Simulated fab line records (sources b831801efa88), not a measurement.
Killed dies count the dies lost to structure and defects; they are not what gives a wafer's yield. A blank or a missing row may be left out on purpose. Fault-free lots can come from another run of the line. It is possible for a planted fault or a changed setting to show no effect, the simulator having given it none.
Check of tool commonality :: flow sky130 :: Lots sampled 12, wafers sampled 36

== THE REASON FOR OPENING IT ==
Of 12 lots, 3 have the reading GATE_OXIDE_OXIDATION_00_THK flagged at SKY_GATE_OXIDE_THK_MEAS_02. Wafers without a fault read 10.21 nm, standard deviation 0.17.
Rule: a lot is flagged in two cases, either no wafer of it has a number, or all its wafers with numbers fall more than 4 standard deviations from that mean. The rest of the lots are taken to be sound.

lot: L204
measured: day 12 13:04
on: film metro-01
GATE_OXIDE_OXIDATION_00_THK (nm), wafer by wafer: 10.40 10.36 10.40
flag: 

lot: L205
measured: day 13 01:19
on: film metro-01
GATE_OXIDE_OXIDATION_00_THK (nm), wafer by wafer: 10.31 10.25 10.30
flag: 

lot: L206
measured: day 13 05:46
on: film metro-01
GATE_OXIDE_OXIDATION_00_THK (nm), wafer by wafer: 10.08 10.06 10.16
flag: 

lot: L208
measured: day 14 04:07
on: film metro-03
GATE_OXIDE_OXIDATION_00_THK (nm), wafer by wafer: 9.87 9.94 10.05
flag: 

lot: L209
measured: day 14 19:12
on: film metro-04
GATE_OXIDE_OXIDATION_00_THK (nm), wafer by wafer: 10.27 10.31 10.27
flag: 

lot: L211
measured: day 15 09:19
on: film metro-04
GATE_OXIDE_OXIDATION_00_THK (nm), wafer by wafer: 10.12 10.23 10.14
flag: 

lot: L214
measured: day 16 09:46
on: film metro-01
GATE_OXIDE_OXIDATION_00_THK (nm), wafer by wafer: 10.40 10.56 10.31
flag: 

lot: L215
measured: day 16 09:47
on: film metro-03
GATE_OXIDE_OXIDATION_00_THK (nm), wafer by wafer: 10.11 10.13 10.29
flag: 

lot: L216
measured: day 17 00:44
on: film metro-03
GATE_OXIDE_OXIDATION_00_THK (nm), wafer by wafer: 16.77 16.84 16.99
flag: FLAGGED

lot: L217
measured: day 17 14:34
on: film metro-04
GATE_OXIDE_OXIDATION_00_THK (nm), wafer by wafer: 9.92 9.82 9.92
flag: 

lot: L223
measured: day 21 03:26
on: film metro-01
GATE_OXIDE_OXIDATION_00_THK (nm), wafer by wafer: 16.47 16.80 17.04
flag: FLAGGED

lot: L224
measured: day 21 09:36
on: film metro-01
GATE_OXIDE_OXIDATION_00_THK (nm), wafer by wafer: 17.23 17.06 16.60
flag: FLAGGED
On average the flagged lots' numbers are 16.87 nm, which is +6.66 nm against the usual, or +39 standard deviations.

== TOOL THAT RAN EACH LOT ==
2 process steps preceding the reading are held in the record, out of 708 steps in the route. Read each cell as the tool, then ch plus the chambers that the sampled wafers visited, then the start.
lot: L204
flag: 
SKY_VT_ADJUST_HVTR_STRIP_10: plasma asher-03 ch 0,1, day 9 07:28
SKY_GATE_OXIDE_OXIDATION_01: furnace-01 ch 0, day 12 11:37

lot: L205
flag: 
SKY_VT_ADJUST_HVTR_STRIP_10: plasma asher-03 ch 0,1, day 9 19:36
SKY_GATE_OXIDE_OXIDATION_01: furnace-01 ch 0, day 12 23:54

lot: L206
flag: 
SKY_VT_ADJUST_HVTR_STRIP_10: plasma asher-02 ch 0,1, day 9 23:02
SKY_GATE_OXIDE_OXIDATION_01: furnace-01 ch 0, day 13 04:21

lot: L208
flag: 
SKY_VT_ADJUST_HVTR_STRIP_10: plasma asher-02 ch 0,1, day 10 20:34
SKY_GATE_OXIDE_OXIDATION_01: furnace-01 ch 0, day 14 02:43

lot: L209
flag: 
SKY_VT_ADJUST_HVTR_STRIP_10: plasma asher-02 ch 0,1, day 11 07:15
SKY_GATE_OXIDE_OXIDATION_01: furnace-01 ch 0, day 14 17:47

lot: L211
flag: 
SKY_VT_ADJUST_HVTR_STRIP_10: plasma asher-01 ch 0,1, day 11 20:55
SKY_GATE_OXIDE_OXIDATION_01: furnace-01 ch 0, day 15 07:55

lot: L214
flag: 
SKY_VT_ADJUST_HVTR_STRIP_10: plasma asher-02 ch 0,1, day 12 14:59
SKY_GATE_OXIDE_OXIDATION_01: furnace-02 ch 0, day 16 08:22

lot: L215
flag: 
SKY_VT_ADJUST_HVTR_STRIP_10: plasma asher-01 ch 0,1, day 12 17:41
SKY_GATE_OXIDE_OXIDATION_01: furnace-02 ch 0, day 16 08:22

lot: L216
flag: FLAGGED
SKY_VT_ADJUST_HVTR_STRIP_10: plasma asher-02 ch 0,1, day 13 06:07
SKY_GATE_OXIDE_OXIDATION_01: furnace-01 ch 0, day 16 21:45

lot: L217
flag: 
SKY_VT_ADJUST_HVTR_STRIP_10: plasma asher-02 ch 0,1, day 13 19:38
SKY_GATE_OXIDE_OXIDATION_01: furnace-01 ch 0, day 17 13:08

lot: L223
flag: FLAGGED
SKY_VT_ADJUST_HVTR_STRIP_10: plasma asher-03 ch 0,1, day 16 23:08
SKY_GATE_OXIDE_OXIDATION_01: furnace-02 ch 0, day 20 23:42

lot: L224
flag: FLAGGED
SKY_VT_ADJUST_HVTR_STRIP_10: plasma asher-02 ch 0,1, day 17 04:22
SKY_GATE_OXIDE_OXIDATION_01: furnace-01 ch 0, day 21 06:37
What is done by these steps:
- SKY_VT_ADJUST_HVTR_STRIP_10: strips in O2/N2.
- SKY_GATE_OXIDE_OXIDATION_01: stabilise 600 s, purge 300 s, target thk 10.268 nm.
- SKY_GATE_OXIDE_THK_MEAS_02

== FLAGGED OVER TOTAL, TOOL BY TOOL (the gauges that took the reading come last) ==
step: SKY_VT_ADJUST_HVTR_STRIP_10
tool: plasma asher-01
lots run: 2
flagged: 0
share of the flagged lots: none
sound lots run after its first flagged lot: -

step: SKY_VT_ADJUST_HVTR_STRIP_10
tool: plasma asher-02
lots run: 7
flagged: 2
share of the flagged lots: some
sound lots run after its first flagged lot: 1 (L217)

step: SKY_VT_ADJUST_HVTR_STRIP_10
tool: plasma asher-03
lots run: 3
flagged: 1
share of the flagged lots: some
sound lots run after its first flagged lot: 0

step: SKY_GATE_OXIDE_OXIDATION_01
tool: furnace-01
lots run: 9
flagged: 2
share of the flagged lots: some
sound lots run after its first flagged lot: 1 (L217)

step: SKY_GATE_OXIDE_OXIDATION_01
tool: furnace-02
lots run: 3
flagged: 1
share of the flagged lots: some
sound lots run after its first flagged lot: 0

step: SKY_GATE_OXIDE_THK_MEAS_02
tool: film metro-01
lots run: 6
flagged: 2
share of the flagged lots: some
sound lots run after its first flagged lot: 0

step: SKY_GATE_OXIDE_THK_MEAS_02
tool: film metro-03
lots run: 3
flagged: 1
share of the flagged lots: some
sound lots run after its first flagged lot: 0

step: SKY_GATE_OXIDE_THK_MEAS_02
tool: film metro-04
lots run: 3
flagged: 0
share of the flagged lots: none
sound lots run after its first flagged lot: -

== WHAT THE TABLE PERMITS ==
No row of the table ran every flagged lot.

== WHAT THE SIMULATOR PUT IN ==
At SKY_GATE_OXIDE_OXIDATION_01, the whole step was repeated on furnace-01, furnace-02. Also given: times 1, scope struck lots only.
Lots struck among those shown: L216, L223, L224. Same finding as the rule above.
